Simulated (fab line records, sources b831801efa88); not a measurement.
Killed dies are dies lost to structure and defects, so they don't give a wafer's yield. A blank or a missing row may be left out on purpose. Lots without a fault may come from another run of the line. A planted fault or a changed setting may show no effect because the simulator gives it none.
Which tool did it? | flow sky130 | 12 lots, 36 wafers sampled, at 2 steps of a route of 708

WHAT THE GAUGES READ, wafer by wafer
SKY_CAPM_THK_MEAS_01.
lot  | measured     | on            | CAPM_CVD_00_THK (nm)
L075 | day 36 12:04 | film_metro-01 | 15.41 15.73 15.83
L077 | day 37 07:52 | film_metro-01 | 15.67 15.62 15.73
L079 | day 37 19:21 | film_metro-03 | 15.48 15.85 15.83
L081 | day 38 17:31 | film_metro-01 | 15.51 15.56 15.56
L083 | day 39 05:36 | film_metro-03 | 15.02 15.14 15.57
L085 | day 39 16:54 | film_metro-03 | 15.46 15.61 16.10
L087 | day 40 19:20 | film_metro-01 | 15.62 15.71 15.78
L088 | day 41 01:40 | film_metro-01 | 15.29 15.18 15.54
L091 | day 41 15:53 | film_metro-03 | 15.64 15.45 15.63
L093 | day 42 05:48 | film_metro-02 | 15.42 15.25 15.27
L095 | day 42 19:11 | film_metro-01 | 15.65 15.68 15.40
L097 | day 43 11:05 | film_metro-03 | 15.39 15.50 15.57

WHICH TOOL RAN EACH LOT (tool, then ch and the chambers of the sampled wafers, then the start)
lot  | SKY_METAL3_SPUTTER_02
L075 | pvd_sputter-03, day 36 11:55
L077 | pvd_sputter-01, day 37 07:44
L079 | pvd_sputter-01, day 37 19:13
L081 | pvd_sputter-01, day 38 17:23
L083 | pvd_sputter-04, day 39 05:28
L085 | pvd_sputter-03, day 39 16:46
L087 | pvd_sputter-04, day 40 19:12
L088 | pvd_sputter-03, day 41 01:32
L091 | pvd_sputter-04, day 41 15:46
L093 | pvd_sputter-01, day 42 05:40
L095 | pvd_sputter-01, day 42 19:01
L097 | pvd_sputter-01, day 43 10:58
- SKY_METAL3_SPUTTER_02: material AlCu, target thk 735 nm, time 39.1 s.

THE ANSWER, worked out from the rows above alone
Rule: what is usual is taken from the lots themselves. Put in order of their means at a reading, lots are off if they are a third of the lots or fewer, leave a main group of 4 or more, and stand apart from it by a gap of 3 or more times the standard deviation of the main group's means; of several such gaps the widest counts. A main group whose means are all the same, to the digits that the tables above print for the reading, isn't used. A lot without any number at a reading at which 4 lots or more have one is off too. The other lots that the step has rows for count as sound.
No lot is off at any reading shown: from this, nothing can be told.

WHAT THE SIMULATOR HAD PUT IN
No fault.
